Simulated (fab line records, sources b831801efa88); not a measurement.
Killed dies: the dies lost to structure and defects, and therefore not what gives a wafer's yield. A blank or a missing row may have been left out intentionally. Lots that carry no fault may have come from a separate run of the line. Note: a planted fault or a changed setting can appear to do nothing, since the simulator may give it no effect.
Check of tool commonality | flow sky130 | 12 lots and 36 wafers in the sample

## WHAT PROMPTED THE OPENING
On 2 of the 12 lots, a flag is raised at SKY_SONOS_ONO_CD_MEAS_13 on the reading cd-nm. No-fault wafers: 410.1 nm, standard deviation 2.6.
Rule: a lot gets a flag if all its wafers with a number sit over 4 standard deviations from that mean, or if no wafer of it has a number. The other lots count as sound.

lot  | measured     | on        | cd-nm (nm), wafer by wafer | flag
L656 | day 12 17:40 | cd-sem-01 | 408.8 408.2 407.0          |
L657 | day 12 23:31 | cd-sem-01 | 411.6 415.7 413.8          |
L659 | day 14 00:29 | cd-sem-01 | 410.4 410.9 411.0          |
L662 | day 15 00:13 | cd-sem-01 | 410.7 409.1 409.8          |
L664 | day 15 07:51 | cd-sem-02 | 387.5 384.4 396.2          | FLAGGED
L665 | day 15 18:27 | cd-sem-01 | 394.4 389.8 380.8          | FLAGGED
L666 | day 16 08:52 | cd-sem-02 | 416.7 411.3 415.0          |
L674 | day 18 19:29 | cd-sem-02 | 413.8 411.3 413.1          |
L675 | day 19 06:25 | cd-sem-01 | 406.3 407.0 406.4          |
L676 | day 19 13:54 | cd-sem-02 | 413.8 413.3 413.0          |
L677 | day 19 17:23 | cd-sem-01 | 413.4 412.5 413.0          |
L678 | day 20 10:49 | cd-sem-02 | 408.3 410.0 409.5          |
Average over the flagged lots: 388.9 nm; offset from the usual -21.2 nm, equal to -8 standard deviations.

## WHICH TOOL EACH LOT WENT THROUGH
3 process steps preceding the reading are held in the record, out of 708 steps in the route. In each cell: the tool, then ch and the chambers that the sampled wafers went through, then the start.
lot  | flag    | SKY_FIELD_ISO_ETCH_17           | SKY_VT_ADJUST_HVTR_STRIP_10          | SKY_SONOS_ONO_EXPOSE_10
L656 |         | rie-si-01 ch 0,2,3, day 2 04:10 | plasma-asher-02 ch 0,1, day 9 14:16  | iline-stepper-01 ch 0, day 12 05:22
L657 |         | rie-si-01 ch 0,1,2, day 2 08:37 | plasma-asher-02 ch 0,1, day 9 18:04  | iline-stepper-02 ch 0, day 12 11:49
L659 |         | rie-si-02 ch 0,1, day 2 22:55   | plasma-asher-01 ch 1, day 10 13:16   | iline-stepper-02 ch 0, day 13 12:31
L662 |         | rie-si-01 ch 0,1,3, day 3 12:55 | plasma-asher-04 ch 1, day 11 14:23   | iline-stepper-02 ch 0, day 14 11:31
L664 | FLAGGED | rie-si-02 ch 0,2,3, day 3 21:46 | plasma-asher-01 ch 0,1, day 11 22:14 | iline-stepper-02 ch 0, day 14 18:19
L665 | FLAGGED | rie-si-02 ch 0,2,3, day 4 04:31 | plasma-asher-02 ch 0,1, day 12 04:27 | iline-stepper-02 ch 0, day 15 04:18
L666 |         | rie-si-02 ch 1,2, day 4 13:40   | plasma-asher-04 ch 0,1, day 12 19:47 | iline-stepper-01 ch 0, day 15 19:35
L674 |         | rie-si-02 ch 0,2, day 6 02:25   | plasma-asher-01 ch 0,1, day 15 00:55 | iline-stepper-02 ch 0, day 18 05:19
L675 |         | rie-si-01 ch 0,1,2, day 6 07:07 | plasma-asher-01 ch 0,1, day 15 10:16 | iline-stepper-01 ch 0, day 18 15:12
L676 |         | rie-si-01 ch 1,3, day 6 12:25   | plasma-asher-02 ch 0, day 15 11:09   | iline-stepper-02 ch 0, day 18 23:28
L677 |         | rie-si-01 ch 0,2,3, day 6 18:55 | plasma-asher-01 ch 0,1, day 15 19:06 | iline-stepper-02 ch 0, day 19 02:53
L678 |         | rie-si-01 ch 0,1,2, day 7 02:01 | plasma-asher-04 ch 0,1, day 16 09:00 | iline-stepper-01 ch 0, day 19 19:56
What the steps here do:
- SKY_FIELD_ISO_ETCH_17: etches Si in HBr/Cl2/O2, target depth 342 nm, time 97.7 s.
- SKY_VT_ADJUST_HVTR_STRIP_10: strips in O2/N2.
- SKY_SONOS_ONO_EXPOSE_10: exposes mask ONOM, target cd 410 nm.
- SKY_SONOS_ONO_CD_MEAS_13: target cd 410 nm.

## FLAGGED OVER TOTAL, TOOL BY TOOL (the gauges that took the reading come last)
step                        | tool             | lots run | flagged | share of the flagged lots | sound lots run after its first flagged lot
SKY_FIELD_ISO_ETCH_17       | rie-si-01        | 7        | 0       | none                      | -
SKY_FIELD_ISO_ETCH_17       | rie-si-02        | 5        | 2       | all                       | 2 (L666,L674)
SKY_VT_ADJUST_HVTR_STRIP_10 | plasma-asher-01  | 5        | 1       | some                      | 3 (L674,L675,L677)
SKY_VT_ADJUST_HVTR_STRIP_10 | plasma-asher-02  | 4        | 1       | some                      | 1 (L676)
SKY_VT_ADJUST_HVTR_STRIP_10 | plasma-asher-04  | 3        | 0       | none                      | -
SKY_SONOS_ONO_EXPOSE_10     | iline-stepper-01 | 4        | 0       | none                      | -
SKY_SONOS_ONO_EXPOSE_10     | iline-stepper-02 | 8        | 2       | all                       | 3 (L674,L676,L677)
SKY_SONOS_ONO_CD_MEAS_13    | cd-sem-01        | 7        | 1       | some                      | 2 (L675,L677)
SKY_SONOS_ONO_CD_MEAS_13    | cd-sem-02        | 5        | 1       | some                      | 4 (L666,L674,L676,L678)

## WHAT THE TABLE ALLOWS
Every flagged lot went through 2 rows of the table: rie-si-02 at SKY_FIELD_ISO_ETCH_17 and iline-stepper-02 at SKY_SONOS_ONO_EXPOSE_10.
- rie-si-02 at SKY_FIELD_ISO_ETCH_17: 2 of its 5 lots flagged. After the first flagged lot (L666, L674), sound lots still ran on it; a lasting fault on the whole tool would not permit that.
- iline-stepper-02 at SKY_SONOS_ONO_EXPOSE_10: 2 of its 8 lots flagged. After the first flagged lot (L674, L676, L677), sound lots still ran on it; a lasting fault on the whole tool would not permit that.
No row of the table ran every flagged lot and no sound lot after the first.

## WHAT THE SIMULATOR HAD PUT IN
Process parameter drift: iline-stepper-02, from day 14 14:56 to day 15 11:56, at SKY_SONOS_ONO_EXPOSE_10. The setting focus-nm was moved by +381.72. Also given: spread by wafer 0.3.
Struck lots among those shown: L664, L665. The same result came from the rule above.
